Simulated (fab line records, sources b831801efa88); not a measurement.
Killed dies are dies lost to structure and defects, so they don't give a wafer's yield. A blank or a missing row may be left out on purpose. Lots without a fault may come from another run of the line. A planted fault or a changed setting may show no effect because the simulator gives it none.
Which tool did it? | flow sky130 | 7 lots, 21 wafers sampled, at 3 steps of a route of 708

WHAT THE GAUGES READ, wafer by wafer
SKY_LDD_LDN_TW_MEAS_13.
lot  | measured     | on            | LDD_LDN_TW
L118 | day 23 23:37 | film_metro-02 | 1494 1496 1487
L120 | day 24 20:43 | film_metro-01 | 1477 1483 1479
L124 | day 26 11:31 | film_metro-02 | 31 31 30
L126 | day 26 19:25 | film_metro-01 | 30 30 30
L132 | day 30 03:51 | film_metro-03 | 1453 1464 1464
L136 | day 30 07:29 | film_metro-03 | 1459 1466 1468
L138 | day 30 15:15 | film_metro-02 | 1505 1500 1502

WHICH TOOL RAN EACH LOT (tool, then ch and the chambers of the sampled wafers, then the start)
lot  | SKY_LDD_HVP_STRIP_09                 | SKY_LDD_LDN_STRIP_12
L118 | plasma_asher-03 ch 0,1, day 22 17:13 | plasma_asher-02 ch 0,1, day 23 23:31
L120 | plasma_asher-03 ch 0,1, day 23 15:21 | plasma_asher-01 ch 0,1, day 24 20:37
L124 | plasma_asher-01 ch 0,1, day 25 05:36 | plasma_asher-04 ch 0,1, day 26 11:26
L126 | plasma_asher-01 ch 0,1, day 25 14:46 | plasma_asher-02 ch 0,1, day 26 19:19
L132 | plasma_asher-04 ch 1, day 28 23:31   | plasma_asher-01 ch 1, day 30 03:45
L136 | plasma_asher-04 ch 0,1, day 29 04:05 | plasma_asher-01 ch 0,1, day 30 07:25
L138 | plasma_asher-04 ch 0,1, day 29 12:46 | plasma_asher-04 ch 0,1, day 30 15:09
- SKY_LDD_HVP_STRIP_09: strips in O2/N2.
- SKY_LDD_LDN_STRIP_12: strips in O2/N2.

THE ANSWER, worked out from the rows above alone
Rule: what is usual is taken from the lots themselves. Put in order of their means at a reading, lots are off if they are a third of the lots or fewer, leave a main group of 4 or more, and stand apart from it by a gap of 3 or more times the standard deviation of the main group's means; of several such gaps the widest counts. A main group whose means are all the same, to the digits that the tables above print for the reading, isn't used. A lot without any number at a reading at which 4 lots or more have one is off too. The other lots that the step has rows for count as sound.
Off: L124, L126, at SKY_LDD_LDN_TW_MEAS_13 (LDD_LDN_TW). The main group: mean 1480, standard deviation 16.
A tool fits if, at a process step before that reading, it ran every lot that is off, and no sound lot after the first of them. The gauges at SKY_LDD_LDN_TW_MEAS_13 are tried like those tools. One fits: plasma_asher-01 at SKY_LDD_HVP_STRIP_09. It ran no sound lot before its first lot that is off in this sample, so the start can't be narrowed down.

WHAT THE SIMULATOR HAD PUT IN
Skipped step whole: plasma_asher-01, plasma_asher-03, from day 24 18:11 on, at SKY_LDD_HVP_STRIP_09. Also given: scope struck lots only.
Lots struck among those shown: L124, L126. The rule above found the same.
